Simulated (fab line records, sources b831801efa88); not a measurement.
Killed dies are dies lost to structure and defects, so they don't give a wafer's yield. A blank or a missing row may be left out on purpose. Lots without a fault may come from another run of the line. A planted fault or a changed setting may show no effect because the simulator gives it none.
A struck lot beside a sound one | flow sky130 | 44 steps out of a route of 708
Sound: wafers L104.3, L104.4, L104.6. Struck: wafer L121.6. (L121.1, L121.2 of the same lot were not struck and are left out.) The cause comes at the end.
At each step with rows: each side's tool, then ch and its chambers, then its first start. Under that, the readings that differ: sound wafers | struck wafers | difference of the means | sigmas: that difference in standard deviations of wafers without a fault.
alike: readings whose means differ by less than 2 such deviations, and words and numbers that are the same on both sides. not compared: withheld readings, readings that some wafer has no value for, bounds like >300 that may hide the same value, and numbers for which the record gives no deviation and whose values overlap.
The two part at a step that has a row with sigmas, a row that says differs or no value, or rows on one side only. Numbers that don't overlap but have no deviation are shown without sigmas and don't part them. A reading that every wafer of one side lacks parts them only if that side has two wafers or more.

first, 1 step without rows for these wafers: SKY_VIA3_SPUTTER_20 (material TiN, target thk 20 nm, time 80 s).
SKY_VIA3_CVD_21: deposits W, target thk 390 nm, time 117.31 s.
  sound on cvd_w-02 ch 0,1, day 40 17:23; struck on cvd_w-01 ch 1, day 46 03:38
  reading            | sound       | struck | difference | sigmas
  heater_power_w (W) | 736 800 748 | 1001   | +240       | +3
  alike: chamber_pressure_Torr
SKY_VIA3_RS_MEAS_22: measures by four-point-probe.
  sound on film_metro-04, day 40 17:31; struck on film_metro-02, day 46 03:45
  alike: VIA3_W_RS
SKY_VIA3_THK_MEAS_23: measures by xrf.
  sound on film_metro-04, day 40 17:37; struck on film_metro-02, day 46 03:52
  alike: VIA3_W_THK
then, 2 steps without rows for these wafers: SKY_VIA3_CMP_24 (polishes, stops on SiO2, t overpolish 20 s, target thk 0 nm); SKY_METAL4_SPUTTER_00 (material Ti, target thk 15 nm, time 10 s).
SKY_METAL4_SPUTTER_01: material TiN, target thk 20 nm, time 16.7 s.
  sound on pvd_sputter-01, day 40 17:58; struck on pvd_sputter-02, day 46 04:22
  reading                | sound                | struck | difference | sigmas
  cathode_dc_power_W (W) | 6498.7 6500.6 6499.8 | 6502.1 | +2.4       | +2
  alike: throttle_valve_pct
SKY_METAL4_SPUTTER_02: material AlCu, target thk 735 nm, time 39.1 s.
  sound on pvd_sputter-01, day 40 18:00; struck on pvd_sputter-02, day 46 04:24
  alike: cathode_dc_power_W, throttle_valve_pct
SKY_METAL4_SPUTTER_03: material Ti, target thk 5 nm, time 3.3 s.
  sound on pvd_sputter-01, day 40 18:02; struck on pvd_sputter-02, day 46 04:26
  alike: cathode_dc_power_W, throttle_valve_pct
then, 2 steps without rows for these wafers: SKY_METAL4_SPUTTER_04 (material TiN, target thk 70 nm, time 58.3 s); SKY_CAP2M_CVD_00 (deposits SiO2, target thk 15.5 nm).
SKY_CAP2M_THK_MEAS_01:
  sound on film_metro-04, day 40 18:09; struck on film_metro-01, day 46 04:32
  alike: CAP2M_CVD_00_THK
SKY_CAP2M_SPUTTER_02: material TiN, target thk 200 nm, time 166.7 s.
  sound on pvd_sputter-04, day 40 18:11; struck on pvd_sputter-04, day 46 04:35
  reading                                   | sound                | struck | difference | sigmas
  cathode_dc_power_W (W)                    | 6501.8 6502.3 6498.9 | 6332.5 | -168.5     | -99 or more
  model.TiN_of_CAP2M_SPUTTER_02.thk_nm (nm) | 198 198.1 196.8      | 195    | -3         |
  alike: throttle_valve_pct
SKY_CAP2M_RS_MEAS_03: measures by four-point-probe.
  sound on film_metro-01, day 40 18:20; struck on film_metro-02, day 46 04:42
  alike: CAP2M_TIN_RS
SKY_CAP2M_THK_MEAS_04: measures by xrf.
  sound on film_metro-01, day 40 18:26; struck on film_metro-02, day 46 04:49
  alike: CAP2M_TIN_THK
then, 7 steps without rows for these wafers: SKY_CAP2M_DEHYDRATE_05 (time 60 s); SKY_CAP2M_HMDS_06 (prime time 60 s); SKY_CAP2M_COAT_07 (resist thk 1140 nm); SKY_CAP2M_SOFTBAKE_08 (time 60 s); SKY_CAP2M_EXPOSE_09 (exposes mask CAP2M, target cd 1000 nm); SKY_CAP2M_PEB_10; SKY_CAP2M_DEVELOP_11 (develop time 60 s).
SKY_CAP2M_OVL_MEAS_12:
  sound on overlay-01, day 41 19:04; struck on overlay-02, day 47 00:37
  alike: CAP2M_OVL
SKY_CAP2M_METAL_ETCH_13: etches TiN in Cl2/BCl3, stops on SiO2, target depth 220 nm, time 62.9 s.
  sound on rie_metal-04 ch 0,1, day 41 19:07; struck on rie_metal-04 ch 1, day 47 00:40
  reading                           | sound                | struck | difference | sigmas
  throttle_valve_pct (%)            | 21.899 21.887 21.891 | 21.915 | +0.023     | +2
  model.CAP2M.feature_depth_nm (nm) | 198 198.1 196.8      | 195    | -3         |
  model.etch.depth_nm (nm)          | 198 198.1 196.8      | 195    | -3         |
  alike: drypump_motor_current_A, oes_product_au
  not compared: rf_hours_counter_h
then, 12 steps without rows for these wafers: SKY_CAP2M_STRIP_14 (strips in O2/N2); SKY_CAP2M_STRIP_15 (strips in post etch residue remover, time 1200 s); SKY_CAP2M_CLEAN_16 (cleans in IPA, time 180 s); SKY_CAP2M_CLEAN_17 (cleans in O3/DIW); SKY_METAL4_DEHYDRATE_05 (time 60 s); SKY_METAL4_HMDS_06 (prime time 60 s); SKY_METAL4_COAT_07 (resist thk 60 nm); SKY_METAL4_COAT_08 (resist thk 1140 nm); SKY_METAL4_SOFTBAKE_09 (time 90 s); SKY_METAL4_EXPOSE_10 (exposes mask MM4, target cd 300 nm); SKY_METAL4_PEB_11; SKY_METAL4_DEVELOP_12 (develop time 60 s).
SKY_METAL4_CD_MEAS_13: target cd 300 nm.
  sound on cd_sem-02, day 42 22:07; struck on cd_sem-01, day 47 21:10
  alike: cd_nm
SKY_METAL4_OVL_MEAS_14:
  sound on overlay-01, day 42 22:13; struck on overlay-02, day 47 21:17
  alike: METAL4_OVL
SKY_METAL4_DESCUM_15: chemistry O2, time 8 s.
  sound on rie_metal-02 ch 0,1, day 42 22:15; struck on rie_metal-02 ch 1, day 47 21:20
  reading    | sound             | struck | difference | sigmas
  temp_c (C) | 39.95 39.75 39.96 | 40.11  | +0.22      | +2
  alike: drypump_motor_current_A, oes_product_au
  not compared: rf_hours_counter_h
then, 3 steps without rows for these wafers: SKY_METAL4_ETCH_16 (etches BARC in N2/H2, stops on SiO2, time 88.2 s, target depth 60 nm); SKY_METAL4_ETCH_17 (etches SiO2 in C4F8/O2/Ar, stops on TiN, time 3.9 s, target depth 15 nm); SKY_METAL4_METAL_ETCH_18 (etches the open film in Cl2/BCl3, stops on SiO2, target depth 845 nm, time 183.1 s).
SKY_METAL4_STRIP_20: strips in post etch residue remover, time 1200 s.
  sound on wet_bench-01 ch 1, day 42 22:40; struck on wet_bench-02 ch 2, day 47 21:45
  reading                                   | sound           | struck | difference | sigmas
  model.TiN_of_CAP2M_SPUTTER_02.thk_nm (nm) | 197.1 197.2 196 | 194.2  | -2.6       |
  alike: temp_c
-- the record jumps here: 3 days lie between the struck wafers' starts before and after (it left off in module METAL4 and takes up again in module PAD_OPEN, whose first step shown is number 708 of the route) --
SKY_PAD_OPEN_PROBE_99:
  sound on prober-01, day 46 20:02; struck on prober-01, day 51 02:37
  reading                           | sound            | struck | difference | sigmas
  killed_at_front_end               | 30 32 24         | 7      | -22        | -5
  model.etest.cap_mim2.plate_ohm_sq | 6.032 6.053 6.09 | 6.17   | +0.11      |
  alike: killed_at_M0_to_M3, killed_at_M4_up, killed_at_contacts, killed_at_other, killed_dies, killed_open, killed_short

WHERE THEY PART
First at SKY_VIA3_CVD_21; last, within this record, at SKY_PAD_OPEN_PROBE_99.

WHY: what the simulator had put in
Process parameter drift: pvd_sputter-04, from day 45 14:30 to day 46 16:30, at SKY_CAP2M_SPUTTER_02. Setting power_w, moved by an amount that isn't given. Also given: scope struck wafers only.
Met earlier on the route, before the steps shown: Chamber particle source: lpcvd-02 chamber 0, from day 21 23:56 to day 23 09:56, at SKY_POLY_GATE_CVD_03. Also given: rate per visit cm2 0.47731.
